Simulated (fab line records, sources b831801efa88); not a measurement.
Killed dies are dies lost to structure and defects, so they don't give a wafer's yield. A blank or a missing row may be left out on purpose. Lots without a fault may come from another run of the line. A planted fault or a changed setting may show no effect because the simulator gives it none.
Which tool did it? | flow sky130 | 9 lots, 27 wafers sampled, at 3 steps of a route of 708

WHAT THE GAUGES READ, wafer by wafer
SKY_SONOS_ONO_THK_MEAS_03.
lot  | measured     | on            | SONOS_ONO_CVD_02_THK (nm)
L485 | day 11 20:34 | film_metro-02 | 10.56 10.52 10.51
L486 | day 12 00:11 | film_metro-03 | 10.34 10.38 10.39
L487 | day 12 04:23 | film_metro-03 | 10.15 10.18 10.34
L491 | day 13 13:17 | film_metro-02 | 10.59 10.70 10.57
L492 | day 13 23:15 | film_metro-02 | 10.45 10.12 10.31
L495 | day 14 22:56 | film_metro-02 | 12.13 12.29 12.14
L496 | day 15 06:06 | film_metro-03 | 12.14 12.08 12.13
L507 | day 19 00:05 | film_metro-03 | 10.80 10.93 10.82
L508 | day 20 10:23 | film_metro-04 | 10.45 10.51 10.44

WHICH TOOL RAN EACH LOT (tool, then ch and the chambers of the sampled wafers, then the start)
lot  | SKY_NWELL_RTA_28                 | SKY_SONOS_ONO_CVD_02
L485 | rtp_anneal-02 ch 0, day 5 13:23  | lpcvd-02 ch 1, day 11 19:31
L486 | rtp_anneal-01 ch 0, day 5 15:31  | lpcvd-02 ch 0, day 11 23:08
L487 | rtp_anneal-01 ch 0, day 5 19:42  | lpcvd-02 ch 1, day 12 03:20
L491 | rtp_anneal-01 ch 0, day 6 18:56  | lpcvd-02 ch 1, day 13 12:14
L492 | rtp_anneal-02 ch 0, day 7 02:09  | lpcvd-02 ch 1, day 13 22:12
L495 | rtp_anneal-01 ch 0, day 7 22:37  | lpcvd-02 ch 0, day 14 21:53
L496 | rtp_anneal-02 ch 0, day 8 03:08  | lpcvd-02 ch 0, day 15 05:01
L507 | rtp_anneal-02 ch 0, day 10 21:26 | lpcvd-02 ch 0, day 18 23:02
L508 | rtp_anneal-01 ch 0, day 12 03:19 | lpcvd-02 ch 0, day 20 09:19
- SKY_NWELL_RTA_28: time 30 s.
- SKY_SONOS_ONO_CVD_02: deposits Si3N4 from DCS/NH3, target thk 10.5 nm, time 180 s.

THE ANSWER, worked out from the rows above alone
Rule: what is usual is taken from the lots themselves. Put in order of their means at a reading, lots are off if they are a third of the lots or fewer, leave a main group of 4 or more, and stand apart from it by a gap of 3 or more times the standard deviation of the main group's means; of several such gaps the widest counts. A main group whose means are all the same, to the digits that the tables above print for the reading, isn't used. A lot without any number at a reading at which 4 lots or more have one is off too. The other lots that the step has rows for count as sound.
Off: L495, L496, at SKY_SONOS_ONO_THK_MEAS_03 (SONOS_ONO_CVD_02_THK). The main group: mean 10.48 nm, standard deviation 0.2.
A tool fits if, at a process step before that reading, it ran every lot that is off, and no sound lot after the first of them. The gauges at SKY_SONOS_ONO_THK_MEAS_03 are tried like those tools. None of those tried fits.

WHAT THE SIMULATOR HAD PUT IN
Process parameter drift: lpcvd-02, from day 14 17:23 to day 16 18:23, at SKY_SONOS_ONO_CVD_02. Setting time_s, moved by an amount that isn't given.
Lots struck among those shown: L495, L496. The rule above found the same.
